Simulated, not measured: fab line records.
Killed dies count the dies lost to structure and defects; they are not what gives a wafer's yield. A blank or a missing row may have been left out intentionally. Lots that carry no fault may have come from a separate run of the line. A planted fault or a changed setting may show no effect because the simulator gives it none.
Split-lot experiment ; flow sfq_line ; route with 325 steps; 5 lots, 23 wafers read

## THE SPLIT
At SFQ_TRILAYER_L0_LITHO_COAT_010 (resist thk 62 nm), the setting resist_thk_nm was moved away from the recipe's 62 nm on 11 of the 23 wafers read, by -5.9% to +5.8%. All remaining wafers had this setting at the recipe value.

## FROM THE SPLIT TO THE READING: what the file shows between them, 3 steps
- SFQ_TRILAYER_L0_LITHO_EXPOSE_006: exposes mask L0, target cd 2000 nm (also split here: dose_mj)
- SFQ_TRILAYER_L0_LITHO_PEB_008: peb time 60 s
- SFQ_TRILAYER_L0_LITHO_DEVELOP_007: time 60 s

## THE READING
oes_product_au, in a.u., at SFQ_TRILAYER_L0_BARC_OPEN_METAL_ETCH_010 (etches BARC in O2, target depth 125 nm, time 41.7 s). A value of 0.684 a.u. with a standard deviation of 0.0048 a.u. is what fault-free wafers of this fab line usually give.

wafer;tool, chamber at the split;resist_thk_nm as run, nm;against the recipe;oes_product_au, a.u.;against lot-mates on the recipe
L078.1;litho_track-03, 0;64.82;+4.5%;0.695;+0.015
L078.2;litho_track-03, 0;64.82;+4.5%;0.694;+0.014
L078.3;litho_track-03, 0;62;recipe;0.684;-
L078.4;litho_track-03, 0;62;recipe;0.676;-
L078.5;litho_track-03, 0;64.82;+4.5%;0.684;+0.004
L079.2;litho_track-03, 0;58.34;-5.9%;0.661;-0.020
L079.3;litho_track-03, 0;62;recipe;0.679;-
L079.4;litho_track-03, 0;58.34;-5.9%;0.666;-0.015
L079.5;litho_track-03, 0;62;recipe;0.684;-
L079.6;litho_track-03, 0;58.34;-5.9%;0.668;-0.013
L080.2;litho_track-03, 0;62;recipe;0.678;-
L080.3;litho_track-03, 0;63.11;+1.8%;0.695;+0.015
L080.4;litho_track-03, 0;62;recipe;0.683;-
L080.5;litho_track-03, 0;62;recipe;0.679;-
L080.6;litho_track-03, 0;63.11;+1.8%;0.684;+0.004
L084.1;litho_track-04, 0;62;recipe;0.682;-
L084.2;litho_track-04, 0;62;recipe;0.682;-
L084.3;litho_track-04, 0;62;recipe;0.692;-
L085.1;litho_track-02, 0;65.57;+5.8%;0.709;+0.020
L085.3;litho_track-02, 0;65.57;+5.8%;0.703;+0.014
L085.4;litho_track-02, 0;65.57;+5.8%;0.706;+0.017
L085.5;litho_track-02, 0;62;recipe;0.688;-
L085.6;litho_track-02, 0;62;recipe;0.690;-

THE FIT
A straight line over all 23 wafers: oes_product_au changes by +0.00311 a.u. for each +1% of resist_thk_nm; r = +0.89; the points scatter about the line by 0.0055 a.u.
The same after taking each lot's own level away (the mean of its wafers on the recipe; 23 wafers): +0.00281 a.u. for each +1%; r = +0.92; scatter 0.0041 a.u.
On that fit, the largest move of resist_thk_nm shifts the reading by 0.017 a.u.
Measured against the standard deviation above, the lots' own levels, which go from 0.6800 to 0.6890 a.u., span 1.9 times it.
Thus the slope moves with the lot-to-lot level: the two fits are different.
Check: -0.0152 a.u. against its lot-mates is what the line predicts for one of the wafers moved furthest among these (-5.9%) when that wafer is left out of the fit. It came out at -0.0205 a.u. against them.

## THE OTHER SPLITS THESE WAFERS WENT THROUGH
Note: prior to the reading, these wafers also went through further splits. Each is held against what the fit with the lots' levels taken away leaves over:
other split on the same wafers;wafers away from the commonest value;r with oes_product_au (lot level and that fit taken away)
SFQ_TRILAYER_L0_LITHO_EXPOSE_006 dose_mj;5;-0.11

## THE WHOLE CHAIN: every reading that the file lists as answering this split, in the file's order
step;what it does;reading;change (the file's fit);r (the file's)
SFQ_TRILAYER_L0_LITHO_COAT_010;resist thk 62 nm;BARC_of_TRILAYER_L0_LITHO_COAT_010.thk_nm (the simulator's own value, which no gauge read);+0.613 nm for each +1% of the setting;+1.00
SFQ_TRILAYER_L0_BARC_OPEN_METAL_ETCH_010;etches BARC in O2, target depth 125 nm, time 41.7 s;oes_product_au;+0.00285 a.u. for each +1% of the setting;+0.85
SFQ_TRILAYER_L0_BARC_OPEN_METAL_ETCH_010;etches BARC in O2, target depth 125 nm, time 41.7 s;etch.depth_nm (the simulator's own value, which no gauge read);+0.623 nm for each +1% of the setting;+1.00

## THE FILE'S OWN FIT
oes_product_au changes by +0.00285 a.u. for each +1% of resist_thk_nm, r = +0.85.
